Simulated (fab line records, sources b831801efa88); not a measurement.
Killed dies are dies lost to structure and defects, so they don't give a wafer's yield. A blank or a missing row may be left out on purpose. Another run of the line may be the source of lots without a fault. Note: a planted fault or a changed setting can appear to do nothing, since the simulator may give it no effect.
fab line records	flow sfqLine
record: lots: 5	wafers: 23
route steps=325 shown A5B@209 R5@217 C5@247 M6@258 I6@267 M7@286 I7@300
startH: the number of hours between the record's first day and the start of the first shown wafer of the lot	waitH: time in hours since the lot's previous step	" as in the row above	L1.1+2: one row covering several wafers at once	- no value, or no start given	* or withheld: withheld	< > ~ a bound
route shown NAME@n: a module of which the file shows steps, and the number in the route of the first	usual: average and standard deviation across the fault-free wafers	same: alike in all rows	chamber/n: place in a boat	sites: each site's reading	_std_site: their standard deviation	_edge_site: outer sites' mean less inner sites'	radiusMm: how far each site lies from the wafer's centre	mask NAME#n: copy n	behind: tool/chamber where the wafer was last shaped	hold: the reason the lot was held/the length of the hold in hours/how it ended	device: the n, p or np transistor that did not switch	end of line: the route-end tests of the same wafers	a step without rows: its recipe alone	killed: not the wafer's yield, but the dies lost to structure and defects at the first sort	map: dies across one wafer; x = killed, . = not, _ = none there
set.NAME: the setting the step ran with; set.NAME@STEP: the setting that earlier step ran with	model.NAME: the simulator's own value behind a step, which no gauge read
lots run with intentionally changed settings; tables by step, rows by wafer
== steps ==
step: SFQ_TRILAYER_A5B_DEP_PECVD_129
recipe: material: SiO2	tempC: 150	timeS: 133.33	pressureTorr: 2.4	rfW: 183.3	precursor: SiH4/N2O	targetThkNm: 600
lot.wafer	tool	chamber	startH	waitH	set.timeS	model.SiO2_of_TRILAYER_A5B_DEP_PECVD_129.thkNm
L074.1	pecvd-01	0	1352.66	0.0	140	643.3
L074.2	"	1	"	"	133.33	592.1
L074.4	"	1	"	"	140	639.3
L074.5	"	2	"	"	140	636.9
L074.6	"	0	"	"	133.33	618.6
L075.1	pecvd-03	1	1355.06	0.0	133.33	592.1
L075.2	"	0	"	"	146.1	666.5
L075.3	"	2	"	"	133.33	595
L075.4	"	0	"	"	146.1	677.5
L075.5	"	2	"	"	146.1	664.6
L076.2	pecvd-04	1	1364.69	0.0	133.33	585.7
L076.3	"	0	"	"	141.6	638.3
L076.4	"	1	"	"	141.6	629.3
L076.5	"	0	"	"	133.33	611.7
L076.6	"	2	"	"	141.6	646.5
L078.1	pecvd-01	1	1432.02	0.0	133.33	593.4
L078.4	"	1	"	"	133.33	609.2
L078.5	"	0	"	"	133.33	615.9
L083.1	pecvd-01	2	1470.33	0.0	133.33	611.9
L083.2	"	1	"	"	133.33	593.7
L083.3	"	0	"	"	133.33	625.3
L083.4	"	1	"	"	133.33	616.9
L083.5	"	2	"	"	133.33	620.7
step: SFQ_TRILAYER_R5_LITHO_COAT_141
recipe: resist: BARC	spinRpm: 3000	resistThkNm: 62
lot.wafer	tool	chamber	startH	waitH	set.resistThkNm	model.BARC_of_TRILAYER_R5_LITHO_COAT_141.thkNm
L074.1	lithoTrack-03	0	1365.35	0.1	65.12	65
L074.2	"	0	"	"	62	62.03
L074.4	"	0	"	"	62	62.16
L074.5	"	0	"	"	65.12	65.04
L074.6	"	0	"	"	65.12	65.01
L075.1	lithoTrack-03	0	1368.35	0.1	62	62.23
L075.2	"	0	"	"	59.65	59.82
L075.3	"	0	"	"	59.65	59.59
L075.4	"	0	"	"	62	62.16
L075.5	"	0	"	"	62	62.05
L076.2	lithoTrack-01	0	1377.40	0.1	62	61.83
L076.3	"	0	"	"	62	61.79
L076.4	"	0	"	"	62	61.91
L076.5	"	0	"	"	62	61.9
L076.6	"	0	"	"	62	61.92
L078.1	lithoTrack-02	0	1443.89	0.1	62	61.99
L078.4	"	0	"	"	62	61.95
L078.5	"	0	"	"	62	61.85
L083.1	lithoTrack-01	0	1474.90	0.1	62	62.01
L083.2	"	0	"	"	62	62.06
L083.3	"	0	"	"	62	62.2
L083.4	"	0	"	"	62	61.98
L083.5	"	0	"	"	62	61.84
step: SFQ_TRILAYER_R5_BARC_OPEN_METAL_ETCH_177
recipe: maskMaterial: PR	chemistry: O2	targetDepthNm: 125	target: BARC	icpW: 600	biasW: 80	pressureMtorr: 10	timeS: 41.7
lot.wafer	tool	chamber	startH	waitH	set.timeS	set.resistThkNm@TRILAYER_R5_LITHO_COAT_141	model.KrF_of_TRILAYER_R5_LITHO_COAT_136.thkNm	model.etch.depthNm
L074.1	rieMetal-02	1	1484.90	0.0	41.7	65.12	521.5	65
L074.2	"	0	"	"	41.7	62	521.9	62.03
L074.4	"	1	"	"	36.75	62	528.2	62.16
L074.5	"	0	"	"	41.7	65.12	520.7	65.04
L074.6	"	1	"	"	36.75	65.12	527.3	65.01
L075.1	rieMetal-02	1	1487.30	0.0	39.08	62	526.1	62.23
L075.2	"	0	"	"	39.08	59.65	526.4	59.82
L075.3	"	1	"	"	39.08	59.65	526.8	59.59
L075.4	"	0	"	"	41.7	62	522.8	-
L075.5	"	0	"	"	41.7	62	521.1	-
L076.2	rieMetal-04	1	1492.75	0.0	35.62	62	534.6	-
L076.3	"	1	"	"	41.7	62	525.3	61.79
L076.4	"	1	"	"	35.62	62	533	61.91
L076.5	"	1	"	"	41.7	62	523.4	-
L076.6	"	1	"	"	41.7	62	526.2	61.92
L078.1	rieMetal-02	0	1556.03	0.0	41.7	62	522.9	61.99
L078.4	"	0	"	"	41.7	62	521.9	61.95
L078.5	"	0	"	"	41.7	62	523.6	61.85
L083.1	rieMetal-04	1	1586.03	0.0	47.08	62	515.6	62.01
L083.2	"	1	"	"	41.7	62	521.9	62.06
L083.3	"	1	"	"	41.7	62	523.6	62.2
L083.4	"	1	"	"	47.08	62	517.4	61.98
L083.5	"	1	"	"	41.7	62	523.4	61.84
step: SFQ_TRILAYER_R5_ETCH_METAL_ETCH_139
recipe: stopOn: SiO2	maskMaterial: PR	chemistry: Cl2	targetDepthNm: 60	icpW: 600	biasW: 80	pressureMtorr: 10	timeS: 40
lot.wafer	tool	chamber	startH	waitH	set.biasW	set.timeS@TRILAYER_R5_BARC_OPEN_METAL_ETCH_177	model.KrF_of_TRILAYER_R5_LITHO_COAT_136.thkNm
L074.1	rieMetal-02	1	1484.96	0.0	70.7	41.7	498.2
L074.2	"	0	"	"	70.7	41.7	498.7
L074.4	"	1	"	"	80	36.75	503.9
L074.5	"	0	"	"	80	41.7	496.4
L074.6	"	1	"	"	70.7	36.75	504
L075.1	rieMetal-02	1	1487.36	0.0	80	39.08	501.9
L075.2	"	0	"	"	84.16	39.08	502
L075.3	"	1	"	"	80	39.08	502.5
L075.4	"	0	"	"	84.16	41.7	498.1
L075.5	"	0	"	"	80	41.7	497
L076.2	rieMetal-04	1	1492.87	0.1	71.3	35.62	511.7
L076.3	"	1	"	"	80	41.7	501.5
L076.4	"	1	"	"	71.3	35.62	510.1
L076.5	"	1	"	"	71.3	41.7	500.4
L076.6	"	1	"	"	80	41.7	502.5
L078.1	rieMetal-02	0	1556.09	0.0	80	41.7	499
L078.4	"	0	"	"	80	41.7	498.2
L078.5	"	0	"	"	80	41.7	499.5
L083.1	rieMetal-04	1	1586.15	0.1	74.72	47.08	492.2
L083.2	"	1	"	"	80	41.7	498.1
L083.3	"	1	"	"	74.72	41.7	500.5
L083.4	"	1	"	"	80	47.08	493.7
L083.5	"	1	"	"	74.72	41.7	500.1
step: SFQ_TRILAYER_C5_BARC_OPEN_VIA_ETCH_210
recipe: maskMaterial: PR	chemistry: O2	targetDepthNm: 125	target: BARC	sourceW: 500	biasW: 80	pressureMtorr: 30	timeS: 41.7
usual: oesProductAu: 0.686/0.0044
lot.wafer	tool	chamber	startH	waitH	set.timeS	oesProductAu	model.KrF_of_TRILAYER_C5_LITHO_COAT_151.thkNm
L074.1	rieDiel-03	1	1601.37	0.0	44.95	0.675	572.1
L074.2	"	0	"	"	44.95	0.670	574.7
L074.4	"	2	"	"	41.7	0.689	575.1
L074.5	"	1	"	"	41.7	0.696	576.9
L074.6	"	2	"	"	41.7	0.683	574.3
L075.1	rieDiel-04	0	1603.77	0.0	41.7	0.688	574.1
L075.2	"	3	"	"	37.6	0.723	579
L075.3	"	2	"	"	37.6	0.722	579.2
L075.4	"	1	"	"	41.7	0.684	578.7
L075.5	"	1	"	"	37.6	0.710	582
L076.2	rieDiel-02	3	1608.57	0.0	41.7	0.688	577.1
L076.3	"	0	"	"	41.7	0.692	576.5
L076.4	"	2	"	"	41.7	0.684	575.1
L076.5	"	1	"	"	37.99	0.717	579.9
L076.6	"	0	"	"	37.99	0.718	581.1
L078.1	rieDiel-02	1	1687.93	0.0	41.7	0.679	576.9
L078.4	"	0	"	"	41.7	0.684	577.1
L078.5	"	0	"	"	41.7	0.681	575.7
L083.1	rieDiel-03	2	1818.03	0.0	35.45	0.743	585.6
L083.2	"	0	"	"	35.45	0.743	583.8
L083.3	"	3	"	"	41.7	0.690	576.8
L083.4	"	3	"	"	35.45	0.745	587.2
L083.5	"	0	"	"	41.7	0.685	578
step: SFQ_TRILAYER_M6_LITHO_EXPOSE_160
recipe: maskId: M6	na: 0.6	sourceShape: conventional	sigmaOuter: 0.65	targetCdNm: 500	doseMj: 14.4
lot.wafer	tool	chamber	startH	waitH	mask	set.doseMj
L074.1+6	krfScanner-02	0	1629.64	-	M6#0	14.4
L074.2+4+5	"	0	"	"	M6#0	15.15
L075.1+2+4	krfScanner-02	0	1632.04	-	M6#0	14.4
L075.3+5	"	0	"	"	M6#0	13.34
L076.2+5+6	krfScanner-02	0	1633.44	-	M6#0	14.72
L076.3+4	"	0	"	"	M6#0	14.4
L078.1+4+5	krfScanner-02	0	1692.80	-	M6#0	14.4
L083.1+4	krfScanner-02	0	1914.61	-	M6#0	14.4
L083.2+3+5	"	0	"	"	M6#0	15.09
step: SFQ_TRILAYER_M6_LITHO_PEB_162
recipe: pebTempC: 115	pebTimeS: 60	resist: KrF
step: SFQ_TRILAYER_M6_LITHO_DEVELOP_161
recipe: timeS: 60	resist: KrF
step: SFQ_TRILAYER_M6_BARC_OPEN_METAL_ETCH_206
recipe: maskMaterial: PR	chemistry: O2	targetDepthNm: 125	target: BARC	icpW: 600	biasW: 80	pressureMtorr: 10	timeS: 41.7
lot.wafer	tool	chamber	startH	waitH	set.doseMj@TRILAYER_M6_LITHO_EXPOSE_160	model.M6.cdNm
L074.1	rieMetal-01	0	1631.17	0.0	14.4	499.3
L074.2	"	1	"	"	15.15	492
L074.4	"	1	"	"	15.15	491.9
L074.5	"	0	"	"	15.15	489.9
L074.6	"	1	"	"	14.4	500.1
L075.1	rieMetal-01	1	1633.57	0.0	14.4	502
L075.2	"	0	"	"	14.4	499.2
L075.3	"	0	"	"	13.34	513.8
L075.4	"	1	"	"	14.4	501.7
L075.5	"	1	"	"	13.34	513.6
L076.2	rieMetal-03	1	1634.77	0.0	14.72	498.2
L076.3	"	1	"	"	14.4	501
L076.4	"	0	"	"	14.4	503.5
L076.5+6	"	0,1	"	"	14.72	497.1
L078.1	rieMetal-04	0	1694.34	0.0	14.4	500.3
L078.4	"	1	"	"	14.4	502.3
L078.5	"	1	"	"	14.4	501.6
L083.1	rieMetal-04	1	1916.15	0.0	14.4	502.8
L083.2	"	0	"	"	15.09	495.1
L083.3	"	1	"	"	15.09	495.5
L083.4	"	0	"	"	14.4	502
L083.5	"	0	"	"	15.09	495.2
step: SFQ_TRILAYER_M6_ETCH_METAL_ETCH_162
recipe: target: Nb	stopOn: SiO2	maskMaterial: PR	chemistry: Cl2/Ar	targetDepthNm: 240	icpW: 600	biasW: 80	pressureMtorr: 10	timeS: 120
lot.wafer	tool	chamber	startH	waitH	set.icpW	set.doseMj@TRILAYER_M6_LITHO_EXPOSE_160	model.M6.cdNm
L074.1	rieMetal-01	0	1631.23	0.0	600	14.4	498.9
L074.2	"	1	"	"	531.7	15.15	492.5
L074.4	"	1	"	"	600	15.15	492.3
L074.5	"	0	"	"	531.7	15.15	489.7
L074.6	"	1	"	"	600	14.4	500.8
L075.1	rieMetal-01	1	1633.63	0.0	656.1	14.4	501.9
L075.2	"	0	"	"	656.1	14.4	498.4
L075.3	"	0	"	"	656.1	13.34	512.9
L075.4	"	1	"	"	600	14.4	502.6
L075.5	"	1	"	"	600	13.34	514.6
L076.2	rieMetal-03	1	1634.83	0.0	600	14.72	497.8
L076.3	"	1	"	"	600	14.4	501.1
L076.4	"	0	"	"	600	14.4	502.8
L076.5	"	0	"	"	600	14.72	497.5
L076.6	"	1	"	"	600	14.72	496.9
L078.1	rieMetal-04	0	1694.40	0.0	600	14.4	501.1
L078.4	"	1	"	"	600	14.4	498.1
L078.5	"	1	"	"	600	14.4	498.8
L083.1	rieMetal-04	1	1916.21	0.0	600	14.4	500.4
L083.2	"	0	"	"	600	15.09	495.1
L083.3	"	1	"	"	581	15.09	493.4
L083.4	"	0	"	"	581	14.4	501.2
L083.5	"	0	"	"	581	15.09	494.5
step: SFQ_TRILAYER_I6_CMP_CMP_166
recipe: material: SiO2	downForcePsi: 3	platenRpm: 60	padVelocityMS: 0.94248
lot.wafer	tool	chamber	startH	waitH	set.leaveAboveRefNm	model.SiO2_of_TRILAYER_I6_DEP_PECVD_165.thkNm
L074.2	cmp-02	0	1652.96	20.8	200	199.7
L074.1	"	2	1653.96	21.8	212.6	210.7
L074.4	"	3	"	"	212.6	214.7
L074.5	"	0	"	"	212.6	212.1
L074.6	"	1	"	"	200	199.2
L075.4	cmp-02	3	1655.96	21.2	190.4	190.5
L075.2+5	"	0,3	"	"	200	199
L075.3	"	1	"	"	190.4	191.2
L075.1	"	2	"	"	200	197.7
L076.4	cmp-02	1	1658.96	23.1	200	201.9
L076.3	"	2	"	"	187.8	186.2
L076.2	"	3	"	"	187.8	189.8
L076.5	"	1	1660.96	25.1	200	202.1
L076.6	"	2	"	"	187.8	186.9
L078.4	cmp-01	2	1704.07	8.7	200	199.8
L078.1	"	1	1705.57	10.2	200	201.3
L078.5	"	2	"	"	200	199.7
L083.4	cmp-02	2	1918.37	1.2	200	198.5
L083.3	"	3	"	"	200	202.2
L083.1	"	0	"	"	200	201.5
L083.2	"	1	"	"	205.3	207.7
L083.5	"	2	"	"	205.3	204.7
step: SFQ_TRILAYER_I6_METRO_MEASURE_167
usual: thkNm: 200.3/1.2
lot.wafer	tool	chamber	startH	waitH	set.leaveAboveRefNm@TRILAYER_I6_CMP_CMP_166	thkNm
L074.1	filmMetro-04	-	1656.08	0.1	212.6	210.8
L074.2	"	-	"	"	200	199.5
L074.4	"	-	"	"	212.6	214.5
L074.5	"	-	"	"	212.6	212.2
L074.6	"	-	"	"	200	199.1
L075.1	filmMetro-02	-	1659.08	0.1	200	197.6
L075.2	"	-	"	"	200	199.0
L075.3	"	-	"	"	190.4	191.2
L075.4	"	-	"	"	190.4	190.6
L075.5	"	-	"	"	200	198.8
L076.2	filmMetro-03	-	1662.28	0.3	187.8	189.6
L076.3	"	-	"	"	187.8	186.2
L076.4	"	-	"	"	200	202.0
L076.5	"	-	"	"	200	201.8
L076.6	"	-	"	"	187.8	186.9
L078.1	filmMetro-04	-	1707.19	0.1	200	201.2
L078.4	"	-	"	"	200	200.1
L078.5	"	-	"	"	200	199.6
L083.1	filmMetro-02	-	1921.49	0.1	200	201.6
L083.2	"	-	"	"	205.3	207.7
L083.3	"	-	"	"	200	202.0
L083.4	"	-	"	"	200	198.6
L083.5	"	-	"	"	205.3	204.5
step: SFQ_TRILAYER_I6_VIA_LITHO_EXPOSE_170
recipe: maskId: I6	na: 0.6	sourceShape: conventional	sigmaOuter: 0.65	targetCdNm: 700	doseMj: 21.3
lot.wafer	tool	chamber	startH	waitH	mask	set.doseMj
L074.1+4	krfScanner-02	0	1760.91	-	I6#0	21.3
L074.2+5+6	"	0	"	"	I6#0	19.89
L075.1+3	krfScanner-02	0	1768.11	-	I6#0	22.38
L075.2+4+5	"	0	"	"	I6#0	21.3
L076.2+3+5	krfScanner-02	0	1771.71	-	I6#0	20.65
L076.4+6	"	0	"	"	I6#0	21.3
L078.1+4+5	krfScanner-02	0	1776.31	-	I6#0	21.3
L083.1+3+5	krfScanner-01	0	1923.44	-	I6#0	21.3
L083.2+4	"	0	"	"	I6#0	20.3
step: SFQ_TRILAYER_I6_VIA_LITHO_PEB_172
recipe: pebTempC: 115	pebTimeS: 60	resist: KrF
step: SFQ_TRILAYER_I6_VIA_LITHO_DEVELOP_171
recipe: timeS: 60	resist: KrF
step: SFQ_TRILAYER_I6_VIA_BARC_OPEN_VIA_ETCH_235
recipe: maskMaterial: PR	chemistry: O2	targetDepthNm: 125	target: BARC	sourceW: 500	biasW: 80	pressureMtorr: 30	timeS: 41.7
lot.wafer	tool	chamber	startH	waitH	set.doseMj@TRILAYER_I6_VIA_LITHO_EXPOSE_170	model.I6.cdNm
L074.1	rieDiel-04	2	1762.44	0.0	21.3	698.1
L074.2	"	1	"	"	19.89	689.7
L074.4	"	0	"	"	21.3	699
L074.5	"	3	"	"	19.89	688.1
L074.6	"	0	"	"	19.89	687.6
L075.1	rieDiel-03	2	1769.64	0.0	22.38	708.1
L075.2	"	1	"	"	21.3	700.3
L075.3	"	0	"	"	22.38	707.2
L075.4	"	0	"	"	21.3	700.4
L075.5	"	2	"	"	21.3	700.8
L076.2	rieDiel-04	1	1773.04	0.0	20.65	696.5
L076.3	"	2	"	"	20.65	696.3
L076.4	"	0	"	"	21.3	699.4
L076.5	"	1	"	"	20.65	696.6
L076.6	"	2	"	"	21.3	700.3
L078.1	rieDiel-03	2	1777.84	0.0	21.3	700.4
L078.4	"	1	"	"	21.3	699
L078.5	"	0	"	"	21.3	699.2
L083.1	rieDiel-03	1	1924.97	0.0	21.3	702.5
L083.2+4	"	3	"	"	20.3	694
L083.3	"	2	"	"	21.3	702.7
L083.5	"	2	"	"	21.3	702.6
step: SFQ_TRILAYER_I6_VIA_ETCH_VIA_ETCH_172
recipe: target: SiO2	stopOn: Nb	maskMaterial: PR	taperDeg: 20	chemistry: CHF3	targetDepthNm: 260	sourceW: 508.3	biasW: 80	pressureMtorr: 30	timeS: withheld
usual: oesProductAu: 0.855/0.0051
lot.wafer	tool	chamber	startH	waitH	set.leaveAboveRefNm@TRILAYER_I6_CMP_CMP_166	set.doseMj@TRILAYER_I6_VIA_LITHO_EXPOSE_170	oesProductAu	model.I6.cdNm	model.etch.depthNm	model.I6.featureDepthNm
L074.1	rieDiel-04	2	1762.48	0.0	212.6	21.3	0.885	696.8	210.7	210.8
L074.2	"	1	"	"	200	19.89	0.854	692	199.7	199.8
L074.4	"	0	"	"	212.6	21.3	0.885	698.6	214.7	214.8
L074.5	"	3	"	"	212.6	19.89	0.890	682.1	212.1	212.2
L074.6	"	0	"	"	200	19.89	0.849	686.6	199.2	199.3
L075.1	rieDiel-03	2	1769.68	0.0	200	22.38	0.853	706.8	197.7	197.8
L075.2	"	1	"	"	200	21.3	0.845	701.6	199	199.2
L075.3	"	0	"	"	190.4	22.38	0.831	707.7	191.2	191.3
L075.4	"	0	"	"	190.4	21.3	0.833	700.6	-	190.7
L075.5	"	2	"	"	200	21.3	0.848	700.3	-	199.2
L076.2	rieDiel-04	1	1773.08	0.0	187.8	20.65	0.828	698.2	-	189.9
L076.3	"	2	"	"	187.8	20.65	0.823	695.3	186.2	186.3
L076.4	"	0	"	"	200	21.3	0.849	698.7	201.9	202
L076.5	"	1	"	"	200	20.65	0.853	697	-	202.2
L076.6	"	2	"	"	187.8	21.3	0.821	699.7	186.9	187.1
L078.1	rieDiel-03	2	1777.88	0.0	200	21.3	0.857	699.5	201.3	201.4
L078.4	"	1	"	"	200	21.3	0.853	698.4	199.8	200
L078.5	"	0	"	"	200	21.3	0.857	699.1	199.7	199.9
L083.1	rieDiel-03	1	1925.01	0.0	200	21.3	0.855	703.7	201.5	201.6
L083.2	"	3	"	"	205.3	20.3	0.876	698.4	207.7	207.9
L083.3	"	2	"	"	200	21.3	0.862	701.9	202.2	202.3
L083.4	"	3	"	"	200	20.3	0.850	696.3	198.5	198.6
L083.5	"	2	"	"	205.3	21.3	0.855	702.9	204.7	204.8
step: SFQ_TRILAYER_M7_LITHO_COAT_177
recipe: resist: KrF	spinRpm: 3000	resistThkNm: 600
lot.wafer	tool	chamber	startH	waitH	set.spinRpm	model.KrF_of_TRILAYER_M7_LITHO_COAT_177.thkNm
L074.1	lithoTrack-03	0	1763.99	0.2	3000	599.4
L074.2	"	0	"	"	3000	597.5
L074.4	"	0	"	"	3000	596.9
L074.5	"	0	"	"	3000	596.5
L074.6	"	0	"	"	3000	599.9
L075.1	lithoTrack-01	0	1771.17	0.2	3000	602
L075.2	"	0	"	"	3000	600.9
L075.3	"	0	"	"	3000	602.8
L075.4	"	0	"	"	3000	600.2
L075.5	"	0	"	"	3000	601.7
L076.2	lithoTrack-01	0	1774.62	0.2	3000	602.1
L076.3	"	0	"	"	3000	602
L076.4	"	0	"	"	3000	605.2
L076.5	"	0	"	"	3133	590.9
L076.6	"	0	"	"	3133	589.9
L078.1	lithoTrack-03	0	1779.39	0.2	3000	599.5
L078.4	"	0	"	"	3000	600.5
L078.5	"	0	"	"	3000	600.2
L083.1	lithoTrack-03	0	1926.50	0.2	3109	592.5
L083.2	"	0	"	"	3109	591.8
L083.3	"	0	"	"	3000	601.8
L083.4	"	0	"	"	3000	599.5
L083.5	"	0	"	"	3109	590.8
step: SFQ_TRILAYER_I7_VIA_LITHO_COAT_192
recipe: resist: BARC	spinRpm: 3000	resistThkNm: 62
lot.wafer	tool	chamber	startH	waitH	set.spinRpm	model.BARC_of_TRILAYER_I7_VIA_LITHO_COAT_192.thkNm
L074.1	lithoTrack-04	0	1874.78	1.0	3000	62.25
L074.2	"	0	"	"	3000	62.32
L074.4	"	0	"	"	3000	62.24
L074.5	"	0	"	"	3125	61.15
L074.6	"	0	"	"	3125	60.93
L075.1	lithoTrack-04	0	1877.78	1.0	3000	61.96
L075.2	"	0	"	"	3065	61.1
L075.3	"	0	"	"	3000	61.92
L075.4	"	0	"	"	3000	61.6
L075.5	"	0	"	"	3065	61.09
L076.2	lithoTrack-01	0	1883.83	0.8	3000	61.93
L076.3	"	0	"	"	3000	61.89
L076.4	"	0	"	"	3000	61.9
L076.5	"	0	"	"	3000	61.88
L076.6	"	0	"	"	3000	61.95
L078.1	lithoTrack-01	0	1888.04	1.0	3000	62.24
L078.4	"	0	"	"	3000	62.3
L078.5	"	0	"	"	3000	62.53
L083.1	lithoTrack-04	0	1986.04	1.0	3061	61.4
L083.2	"	0	"	"	3061	61.33
L083.3	"	0	"	"	3000	62.19
L083.4	"	0	"	"	3061	61.37
L083.5	"	0	"	"	3000	61.97
== key ==
split: step: SFQ_TRILAYER_A5B_DEP_PECVD_129	setting: timeS	stated: 133.33	by: wafer
response: step: SFQ_TRILAYER_A5B_DEP_PECVD_129	reading: model.SiO2_of_TRILAYER_A5B_DEP_PECVD_129.thkNm	change: +7.37	per: 1%	r: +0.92
split: step: SFQ_TRILAYER_R5_LITHO_COAT_141	setting: resistThkNm	stated: 62	by: wafer
response: step: SFQ_TRILAYER_R5_LITHO_COAT_141	reading: model.BARC_of_TRILAYER_R5_LITHO_COAT_141.thkNm	change: +0.604	per: 1%	r: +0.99
response: step: SFQ_TRILAYER_R5_BARC_OPEN_METAL_ETCH_177	reading: model.etch.depthNm	change: +0.601	per: 1%	r: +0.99
split: step: SFQ_TRILAYER_R5_BARC_OPEN_METAL_ETCH_177	setting: timeS	stated: 41.7	by: wafer
response: step: SFQ_TRILAYER_R5_BARC_OPEN_METAL_ETCH_177	reading: model.KrF_of_TRILAYER_R5_LITHO_COAT_136.thkNm	change: -0.567	per: 1%	r: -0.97
response: step: SFQ_TRILAYER_R5_ETCH_METAL_ETCH_139	reading: model.KrF_of_TRILAYER_R5_LITHO_COAT_136.thkNm	change: -0.582	per: 1%	r: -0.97
split: step: SFQ_TRILAYER_R5_ETCH_METAL_ETCH_139	setting: biasW	stated: 80	by: wafer
response none clear
split: step: SFQ_TRILAYER_C5_BARC_OPEN_VIA_ETCH_210	setting: timeS	stated: 41.7	by: wafer
response: step: SFQ_TRILAYER_C5_BARC_OPEN_VIA_ETCH_210	reading: oesProductAu	change: -0.00338	per: 1%	r: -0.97
response: step: SFQ_TRILAYER_C5_BARC_OPEN_VIA_ETCH_210	reading: model.KrF_of_TRILAYER_C5_LITHO_COAT_151.thkNm	change: -0.459	per: 1%	r: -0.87
split: step: SFQ_TRILAYER_M6_LITHO_EXPOSE_160	setting: doseMj	stated: 14.4	by: wafer
response: step: SFQ_TRILAYER_M6_BARC_OPEN_METAL_ETCH_206	reading: model.M6.cdNm	change: -1.67	per: 1%	r: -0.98
response: step: SFQ_TRILAYER_M6_ETCH_METAL_ETCH_162	reading: model.M6.cdNm	change: -1.63	per: 1%	r: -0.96
split: step: SFQ_TRILAYER_M6_ETCH_METAL_ETCH_162	setting: icpW	stated: 600	by: wafer
response none clear
split: step: SFQ_TRILAYER_I6_CMP_CMP_166	setting: leaveAboveRefNm	stated: 200	by: wafer
response: step: SFQ_TRILAYER_I6_CMP_CMP_166	reading: model.SiO2_of_TRILAYER_I6_DEP_PECVD_165.thkNm	change: +2.07	per: 1%	r: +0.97
response: step: SFQ_TRILAYER_I6_METRO_MEASURE_167	reading: thkNm	change: +2.07	per: 1%	r: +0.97
response: step: SFQ_TRILAYER_I6_VIA_ETCH_VIA_ETCH_172	reading: oesProductAu	change: +0.00461	per: 1%	r: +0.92
response: step: SFQ_TRILAYER_I6_VIA_ETCH_VIA_ETCH_172	reading: model.etch.depthNm	change: +2.09	per: 1%	r: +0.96
response: step: SFQ_TRILAYER_I6_VIA_ETCH_VIA_ETCH_172	reading: model.I6.featureDepthNm	change: +2.07	per: 1%	r: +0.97
split: step: SFQ_TRILAYER_I6_VIA_LITHO_EXPOSE_170	setting: doseMj	stated: 21.3	by: wafer
response: step: SFQ_TRILAYER_I6_VIA_BARC_OPEN_VIA_ETCH_235	reading: model.I6.cdNm	change: +1.52	per: 1%	r: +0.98
response: step: SFQ_TRILAYER_I6_VIA_ETCH_VIA_ETCH_172	reading: model.I6.cdNm	change: +1.36	per: 1%	r: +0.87
split: step: SFQ_TRILAYER_M7_LITHO_COAT_177	setting: spinRpm	stated: 3000	by: wafer
response: step: SFQ_TRILAYER_M7_LITHO_COAT_177	reading: model.KrF_of_TRILAYER_M7_LITHO_COAT_177.thkNm	change: -2.7	per: 1%	r: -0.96
split: step: SFQ_TRILAYER_I7_VIA_LITHO_COAT_192	setting: spinRpm	stated: 3000	by: wafer
response: step: SFQ_TRILAYER_I7_VIA_LITHO_COAT_192	reading: model.BARC_of_TRILAYER_I7_VIA_LITHO_COAT_192.thkNm	change: -0.311	per: 1%	r: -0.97
